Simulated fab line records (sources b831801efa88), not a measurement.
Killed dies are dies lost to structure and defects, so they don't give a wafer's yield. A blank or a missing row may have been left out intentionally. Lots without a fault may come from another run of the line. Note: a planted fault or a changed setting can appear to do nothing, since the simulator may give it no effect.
2 desks, one fault ; flow sky130 ; what lay behind the numbers comes last; until then each desk has only its own

## DESK OF THE TOOL OWNER: pvdSputter-01
The tool's own readings at SKY_CAP2M_SPUTTER_02 (material TiN, target thk 200 nm, time 166.7 s): means of the sampled wafers that have a number, for each lot that ran on this tool. If a lot's mean is further than 4 standard deviations from the usual mean, the lot is out of limits and carries the mark OUT (the distance appears in the brackets).
Columns: A = chamberPressurePa at SKY_CAP2M_SPUTTER_02, usual 0.3999 Pa; B = susceptorTempC at SKY_CAP2M_SPUTTER_02, usual 300.03 C; C = throttleValvePct at SKY_CAP2M_SPUTTER_02, usual 30.1 %
lot;first seen here;A;B;C
L722;day 41 09:34;0.3994;300.07;29.1
L725;day 42 21:00;0.3999;300.00;30.1
L726;day 42 23:25;0.4005;300.08;28.5
L728;day 43 05:50;0.4584 (+76) OUT;300.05;28.1
L744;day 47 06:09;0.4004;299.76;29.6
L745;day 47 11:07;0.4002;300.00;29.8
This desk's finding: out of limits on L728; first on L728, day 43 05:50 (chamberPressurePa at SKY_CAP2M_SPUTTER_02). In limits: L722, L725, L726, L744, L745.

## AT THE METROLOGY DESK
What the gauges read for every lot (on any tool): the sampled wafers with a number, averaged. If a lot's mean is further than 4 standard deviations from the usual mean, the lot is out of limits and carries the mark OUT (the distance appears in the brackets).
Columns: A = CAP2M_TIN_RS at SKY_CAP2M_RS_MEAS_03, usual 6.91 ohm/sq
lot;first seen here;A
L722;day 41 09:41;6.89
L725;day 42 21:07;6.90
L726;day 42 23:35;6.96
L728;day 43 05:56;6.95
L730;day 44 01:34;6.94
L739;day 46 01:46;7.01
L740;day 46 07:16;6.96
L742;day 46 18:25;7.04
L744;day 47 06:17;6.96
L745;day 47 11:14;6.83
This desk's verdict: no lot among the 10 shows anything out of limits.

## BROUGHT TOGETHER
The tool owner's desk could have raised an alarm at day 43 05:50, on L728.
Nothing out of limits was seen by the metrology desk.
The metrology desk holds a record of L728, inside its limits.
Of the lots named, all ran SKY_CAP2M_SPUTTER_02 on pvdSputter-01.

## WHAT THE SIMULATOR PUT IN
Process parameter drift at SKY_CAP2M_SPUTTER_02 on pvdSputter-01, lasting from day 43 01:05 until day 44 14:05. A move of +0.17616 in setting chamberPressurePa, from 0.4. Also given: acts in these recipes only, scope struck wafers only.
Lots struck among those shown: L728.
Each desk's first reading out of limits, in hours after the fault started: the tool owner's desk, 5.
